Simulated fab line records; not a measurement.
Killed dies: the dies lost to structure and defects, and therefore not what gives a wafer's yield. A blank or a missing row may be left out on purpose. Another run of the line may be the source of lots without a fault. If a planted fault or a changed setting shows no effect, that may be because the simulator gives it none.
Split-lot trial + flow gf180mcu + 23 wafers read across 5 lots, on a route 602 steps long

## SPLIT DETAILS
At GF_V1_COAT_09 (resist thk 1000 nm), the setting resist thk nm was moved away from the recipe's 1000 nm on 10 of the 23 wafers read, by -5.3% to +5.8%. The other wafers ran this setting at the recipe's value.

The split's own step is where the reading is taken.

## THE READING
KrF_of_V1_COAT_09.thk nm (the simulator's own value, which no gauge read), in nm, at GF_V1_COAT_09 (resist thk 1000 nm). There is no usual value for it anywhere in the file. Across the 13 wafers here that went through the recipe, the average is 1001.6 nm and the standard deviation 1.4 nm.

| wafer  | tool, chamber at the split | resist thk nm as run, nm | against the recipe | KrF_of_V1_COAT_09.thk nm, nm | against lot-mates on the recipe |
|--------|----------------------------|--------------------------|--------------------|------------------------------|---------------------------------|
| L075.1 | litho track-01, 0          | 1000                     | recipe             | 1002                         | -                               |
| L075.2 | litho track-01, 0          | 1000                     | recipe             | 1003                         | -                               |
| L075.3 | litho track-01, 0          | 1000                     | recipe             | 1001                         | -                               |
| L075.4 | litho track-01, 0          | 947.3                    | -5.3%              | 949.3                        | -52.7                           |
| L075.5 | litho track-01, 0          | 947.3                    | -5.3%              | 948.2                        | -53.8                           |
| L076.2 | litho track-02, 0          | 1000                     | recipe             | 1001                         | -                               |
| L076.5 | litho track-02, 0          | 1000                     | recipe             | 1001                         | -                               |
| L076.3 | litho track-02, 0          | 949                      | -5.1%              | 950.2                        | -50.8                           |
| L076.4 | litho track-02, 0          | 949                      | -5.1%              | 952.4                        | -48.6                           |
| L076.6 | litho track-02, 0          | 949                      | -5.1%              | 947.6                        | -53.4                           |
| L082.1 | litho track-02, 0          | 1049                     | +4.9%              | 1049                         | +49.5                           |
| L082.2 | litho track-02, 0          | 1049                     | +4.9%              | 1047                         | +47.5                           |
| L082.4 | litho track-02, 0          | 1000                     | recipe             | 999.8                        | -                               |
| L082.5 | litho track-02, 0          | 1000                     | recipe             | 999.3                        | -                               |
| L082.6 | litho track-02, 0          | 1049                     | +4.9%              | 1050                         | +50.5                           |
| L083.1 | litho track-04, 0          | 1058                     | +5.8%              | 1061                         | +57.7                           |
| L083.2 | litho track-04, 0          | 1000                     | recipe             | 1002                         | -                               |
| L083.3 | litho track-04, 0          | 1000                     | recipe             | 1004                         | -                               |
| L083.6 | litho track-04, 0          | 1000                     | recipe             | 1004                         | -                               |
| L083.4 | litho track-04, 0          | 1058                     | +5.8%              | 1062                         | +58.7                           |
| L084.2 | litho track-01, 0          | 1000                     | recipe             | 1002                         | -                               |
| L084.3 | litho track-01, 0          | 1000                     | recipe             | 1001                         | -                               |
| L084.5 | litho track-01, 0          | 1000                     | recipe             | 1001                         | -                               |

THE FIT
A straight line over all 23 wafers: KrF_of_V1_COAT_09.thk nm changes by +10 nm for each +1% of resist thk nm; r = +1.00; the points scatter about the line by 1.7 nm.
The same after taking each lot's own level away (the mean of its wafers on the recipe; 23 wafers): +10 nm for each +1%; r = +1.00; scatter 1.1 nm.
That fit puts the effect of the largest move of resist thk nm on the reading at 58 nm.
Across the lots, their own levels run from 999.55 to 1003.33 nm, a range of 2.8 times the standard deviation given above.
The two slopes agree, so the slope changes little with the lot-to-lot level.
Check: +58.3 nm against its lot-mates is what the line predicts for one of the wafers moved furthest among these (+5.8%) when that wafer is left out of the fit. It came out at +57.7 nm against them.

## OTHER SPLITS APPLIED TO THESE WAFERS
These wafers also went through other splits before the reading. Each is held against what the fit with the lots' levels taken away leaves over:
| other split on the same wafers       | wafers away from the commonest value | r with KrF_of_V1_COAT_09.thk nm (lot level and that fit taken away) |
|--------------------------------------|--------------------------------------|---------------------------------------------------------------------|
| GF_PSD_DEVELOP_06 develop time s     | 8                                    | +0.26                                                               |
| GF_SAB_DEVELOP_08 dev temp c         | 4                                    | -0.15                                                               |
| GF_SALICIDE_SPUTTER_03 time s        | 8                                    | +0.02                                                               |
| GF_CONTACT_CVD_00 sih4 flow sccm     | 2                                    | +0.05                                                               |
| GF_CONTACT_CMP_04 leave above ref nm | 10                                   | -0.09                                                               |
| GF_CONTACT_ETCH_17 bias w            | 10                                   | +0.25                                                               |
| GF_CONTACT_CVD_24 temp c             | 5                                    | +0.10                                                               |
| GF_M1_SPUTTER_04 power w             | 6                                    | -0.37                                                               |
| GF_M1_STRIP_17 power w               | 9                                    | +0.01                                                               |

## THE FILE'S OWN FIT
KrF_of_V1_COAT_09.thk nm changes by +10 nm for each +1% of resist thk nm, r = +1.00.
